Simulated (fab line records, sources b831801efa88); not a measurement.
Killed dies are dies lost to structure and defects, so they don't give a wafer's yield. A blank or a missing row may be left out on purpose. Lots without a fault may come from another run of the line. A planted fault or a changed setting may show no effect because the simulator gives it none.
A struck lot beside a sound one | flow sfq_line | 14 steps out of a route of 325
Sound: wafers L415.2, L415.4, L415.6. Struck: wafer L422.4. (L422.1, L422.6 of the same lot were not struck and are left out.) The cause comes at the end.
At each step with rows: each side's tool, then ch and its chambers, then its first start. Under that, the readings that differ: sound wafers | struck wafers | difference of the means | sigmas: that difference in standard deviations of wafers without a fault.
alike: readings whose means differ by less than 2 such deviations, and words and numbers that are the same on both sides. not compared: withheld readings, readings that some wafer has no value for, bounds like >300 that may hide the same value, and numbers for which the record gives no deviation and whose values overlap.
The two part at a step that has a row with sigmas, a row that says differs or no value, or rows on one side only. Numbers that don't overlap but have no deviation are shown without sigmas and don't part them. A reading that every wafer of one side lacks parts them only if that side has two wafers or more.

first, 6 steps without rows for these wafers: SFQ_TRILAYER_M4_LITHO_COAT_098 (resist thk 62 nm); SFQ_TRILAYER_M4_LITHO_COAT_093 (resist thk 600 nm); SFQ_TRILAYER_M4_LITHO_SOFTBAKE_097; SFQ_TRILAYER_M4_LITHO_EXPOSE_094 (exposes mask M4, target cd 500 nm); SFQ_TRILAYER_M4_LITHO_PEB_096 (peb time 60 s); SFQ_TRILAYER_M4_LITHO_DEVELOP_095 (time 60 s).
SFQ_M4_OVL_MEAS_926:
  sound on overlay-01, day 41 22:16; struck on overlay-02, day 45 13:46
  alike: M4_OVL
SFQ_TRILAYER_M4_BARC_OPEN_METAL_ETCH_123: etches BARC in O2, target depth 125 nm, time 41.7 s.
  sound on rie_metal-03 ch 0, day 41 22:18; struck on rie_metal-03 ch 1, day 45 13:47
  alike: drypump_motor_current_A, he_backside_leak_sccm, oes_product_au
  not compared: rf_hours_counter_h
SFQ_TRILAYER_M4_ETCH_METAL_ETCH_096: etches Nb in Cl2/Ar, stops on SiO2, target depth 240 nm, time 120 s.
  sound on rie_metal-03 ch 0, day 41 22:22; struck on rie_metal-03 ch 1, day 45 13:51
  alike: drypump_motor_current_A, he_backside_leak_sccm, oes_product_au
  not compared: rf_hours_counter_h
SFQ_TRILAYER_M4_STRIP_STRIP_097: strips in O2.
  sound on rie_metal-03 ch 0, day 41 22:29; struck on rie_metal-03 ch 1, day 45 13:59
  alike: drypump_motor_current_A, he_backside_leak_sccm, oes_product_au
  not compared: rf_hours_counter_h
then, 1 step without rows for these wafers: SFQ_TRILAYER_M4_STRIP_SOLV_CLEAN_098 (cleans in NMP, time 600 s).
SFQ_TRILAYER_I4_DEP_PECVD_099: deposits SiO2 from SiH4/N2O, time 111.11 s, target thk 500 nm.
  sound on pecvd-02 ch 0,1, day 41 23:16; struck on pecvd-02 ch 0, day 45 14:45
  alike: chamber_pressure_Torr, heater_power_w, throttle_valve_pct
SFQ_TRILAYER_I4_CMP_CMP_100: polishes SiO2.
  sound on cmp-01 ch 1,3, day 42 13:23; struck on cmp-02 ch 2, day 45 17:18
  reading                | sound       | struck | difference | sigmas
  time_to_endpoint_s (s) | 223 215 222 | 125    | -95        | -10
  alike: motor_current_A
SFQ_I4_BOW_MEAS_927:
  sound on film_metro-04, day 42 16:24; struck on film_metro-02, day 45 19:48
  alike: I4_BOW

WHERE THEY PART
Only at SFQ_TRILAYER_I4_CMP_CMP_100, within this record. Later steps at which nothing parts them and some readings are alike: SFQ_I4_BOW_MEAS_927.

WHY: what the simulator had put in
Process parameter drift: cmp-02, from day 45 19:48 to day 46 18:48, at SFQ_TRILAYER_I4_CMP_CMP_100. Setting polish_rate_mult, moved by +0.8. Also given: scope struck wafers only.
